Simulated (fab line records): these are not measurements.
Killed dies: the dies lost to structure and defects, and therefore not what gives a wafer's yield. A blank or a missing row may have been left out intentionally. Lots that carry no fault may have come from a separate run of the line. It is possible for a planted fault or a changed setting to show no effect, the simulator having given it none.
Matching of chambers | flow gf180mcu | cmp-01 running GF_V1_CMP_04: 4 sister chambers
The step polishes SiO2. 4 wafers are shown with their chamber, then 8 later ones without.

WAFERS PAIRED WITH THEIR CHAMBERS
wafer  | chamber | motor-current-A (A)
L387.4 | 2       | 11.7
L392.3 | 1       | 11.9
L392.4 | 0       | 14.4
L397.1 | 3       | 10.0

WAFERS WHOSE CHAMBER IS MISSING
wafer  | motor-current-A (A)
L397.4 | 12.2
L397.6 | 11.7
L401.2 | 14.1
L401.5 | 11.3
L401.6 | 12.1
L402.1 | 10.0
L402.2 | 14.6
L402.5 | 9.8

CHAMBER TAKEN BY EACH
wafer  | from the rows above     | in truth
L397.4 | can't be placed: 1 or 2 | 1
L397.6 | can't be placed: 2 or 1 | 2
L401.2 | 0                       | 0
L401.5 | can't be placed: 2 or 1 | 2
L401.6 | can't be placed: 1 or 2 | 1
L402.1 | 3                       | 3
L402.2 | 0                       | 0
L402.5 | 3                       | 3
Correctly placed: 4 of 8. Not placeable from these rows: 4 (in 4, the candidates include the true chamber). Placed wrongly: 0.
How it was worked out, from the rows above alone: a wafer's distance from a chamber is the root of the sum, over the readings, of the square of ((its reading less the chamber's mean) divided by the reading's scatter). If the next closest chamber is less than 2 further off than the closest, the wafer can't be placed; otherwise it belongs to the closest. A chamber's mean is the mean of its shown wafers. The scatter: root of mean squared gap, hidden wafer to nearest shown wafer, with one shown wafer a chamber.
